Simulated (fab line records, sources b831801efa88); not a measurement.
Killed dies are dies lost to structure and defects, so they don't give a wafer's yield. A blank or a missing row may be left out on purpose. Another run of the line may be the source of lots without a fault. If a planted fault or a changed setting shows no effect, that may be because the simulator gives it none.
Which tool did it? | flow sky130 | 36 wafers sampled from 12 lots at 1 step of a route of 708

WHAT THE GAUGES READ, wafer by wafer
SKY_DNWELL_TW_MEAS_09.
lot  | measured    | on            | DNWELL_TW
L075 | day 3 11:57 | film_metro-01 | 1117 1117 1121
L077 | day 3 20:37 | film_metro-02 | 1102 1099 1103
L079 | day 4 12:37 | film_metro-03 | 1123 1133 1125
L081 | day 4 18:45 | film_metro-02 | 1100 1102 1099
L083 | day 5 05:23 | film_metro-02 | 1112 1105 1100
L085 | day 5 14:10 | film_metro-03 | 1115 1118 1124
L087 | day 6 03:10 | film_metro-03 | 1116 1120 1126
L089 | day 6 12:56 | film_metro-01 | 1122 1115 1123
L091 | day 6 23:22 | film_metro-02 | 1111 1107 1110
L093 | day 7 09:16 | film_metro-03 | 1131 1132 1129
L095 | day 7 21:07 | film_metro-01 | 1108 1113 1110
L097 | day 8 07:41 | film_metro-03 | 1116 1113 1114

EACH LOT AND THE TOOL THAT RAN IT (in order: tool; ch and the chambers of the sampled wafers; start)
Before these readings, the record contains no process step.

THE ANSWER, worked out from the rows above alone
Rule: the lots themselves supply what counts as usual. Put in order of their means at a reading, lots are off if they are a third of the lots or fewer, leave a main group of 4 or more, and stand apart from it by a gap of 3 or more times the standard deviation of the main group's means; of several such gaps the widest counts. If all means in a main group match to the digits the tables above print for the reading, that group is not used. Also off: a lot with no number at a reading for which 4 or more lots have one. Any other lot the step has rows for is counted as sound.
No lot is off on any of the readings shown, so nothing can be concluded from this.

WHAT HAD BEEN PUT IN BY THE SIMULATOR
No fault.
